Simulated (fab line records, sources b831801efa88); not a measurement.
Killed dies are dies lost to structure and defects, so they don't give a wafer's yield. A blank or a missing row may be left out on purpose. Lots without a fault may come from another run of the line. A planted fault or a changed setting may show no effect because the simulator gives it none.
Problem report in the 8D (eight disciplines) form, filled by code | flow gf180mcu | the parts of the form that need people (team, actions taken, sign-off) are left out

1. THE PROBLEM
V2_W_RS at GF_V2_RS_MEAS_24 reads a mean of 0.194 ohm/sq on 6 wafers of 2 lots; wafers without a fault read 0.327 ohm/sq with a standard deviation of 0.0044. That is -30 standard deviations from the usual mean.
The step: measures by four-point-probe.
First seen on wafer L406.2, day 24 15:20, on film_metro-03. The record holds 30 wafers of 10 lots with a number at this step. Rule for "out", or "out of limits": more than 4 standard deviations from the usual mean. The other wafers with a number count as sound.

2. WHAT IT IS AND WHAT IT IS NOT
question                    | is                     | is not
which readings at this step | V2_W_RS                | -
which lots                  | L406, L408             | L399, L400, L402, L410, L411, L413, L418, L420
which wafers of those lots  | all that have a number | -
read on which gauges        | film_metro-03          | film_metro-01
when                        | from day 24 15:20      | up to then (9 sound wafers); but 15 sound wafers of L410, L411, L413, L418, L420 came after

3. SUSPECTS, AND WHAT RULES EACH OUT
Counting: a tool at a process step up to the reading stays a suspect if it ran every lot that is out and no sound lot after the first of them.
- the gauge at GF_V2_RS_MEAS_24: ruled out. All the wafers that are out were read on film_metro-03, but those of them that GF_V2_CVD_23 has rows for are out there too, on other tools.
- rie_diel-02 at GF_V2_ETCH_16 (etches BARC in N2/H2): ruled out as a lasting fault. Sound lots L420 ran on it after its first lot that is out, L406 (day 24 14:26).
- cvd_w-01 at GF_V2_CVD_23 (deposits W, target thk 350 nm, time 104.94 s): ruled out as a lasting fault. Sound lots L418 ran on it after its first lot that is out, L406 (day 24 15:13).
Left after counting: nothing in the record.

4. THE CAUSE (what the simulator had put in)
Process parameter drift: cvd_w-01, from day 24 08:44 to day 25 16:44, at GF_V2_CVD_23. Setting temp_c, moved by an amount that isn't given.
Counting ruled it out, wrongly: the rule takes a fault to strike every lot that its tool runs from its start on, and this one did not.

5. THE CHAIN OF EFFECTS, in route order
Each row: a reading whose mean over the struck wafers that have a number lies more than 3 standard deviations from the usual. Only readings for which the record gives a usual standard deviation are gone through. hours: the time from each lot's start at the first step in this table that gives one to its start at this step, as a median over the lots. sigmas: the change in usual standard deviations.
hours | step             | reading              | usual        | on struck wafers | change | sigmas
0     | GF_V2_CVD_23     | heater_power_outer_w | 540 W        | 742              | +202   | +5.2
0     | GF_V2_CVD_23     | heater_power_w       | 879 W        | 1207             | +328   | +14
0     | GF_V2_CVD_23     | susceptor_temp_C     | 400.00 C     | 456.94           | +56.94 | +99 or more
0     | GF_V2_RS_MEAS_24 | V2_W_RS              | 0.327 ohm/sq | 0.194            | -0.133 | -30
0     | GF_V2_CMP_26     | time_to_endpoint_s   | 84 s         | 146              | +62    | +14
The process steps in it:
- GF_V2_CVD_23: deposits W, target thk 350 nm, time 104.94 s.
- GF_V2_CMP_26: polishes, stops on SiO2, t overpolish 15 s, target thk 0 nm.
Readings that are blank on the struck wafers while sound wafers have them: V2_W_THK at GF_V2_THK_MEAS_25.

6. WHAT WOULD HAVE CAUGHT IT SOONER
In this record the first reading out of limits at a measuring or inspecting step was taken at day 24 15:20, 7 hours after the fault began at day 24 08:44.
The tool's own readings at GF_V2_CVD_23 were out on every struck wafer that the step has a row for (heater_power_outer_w, heater_power_w, susceptor_temp_C): an alarm limit on them would have fired on the first of those.
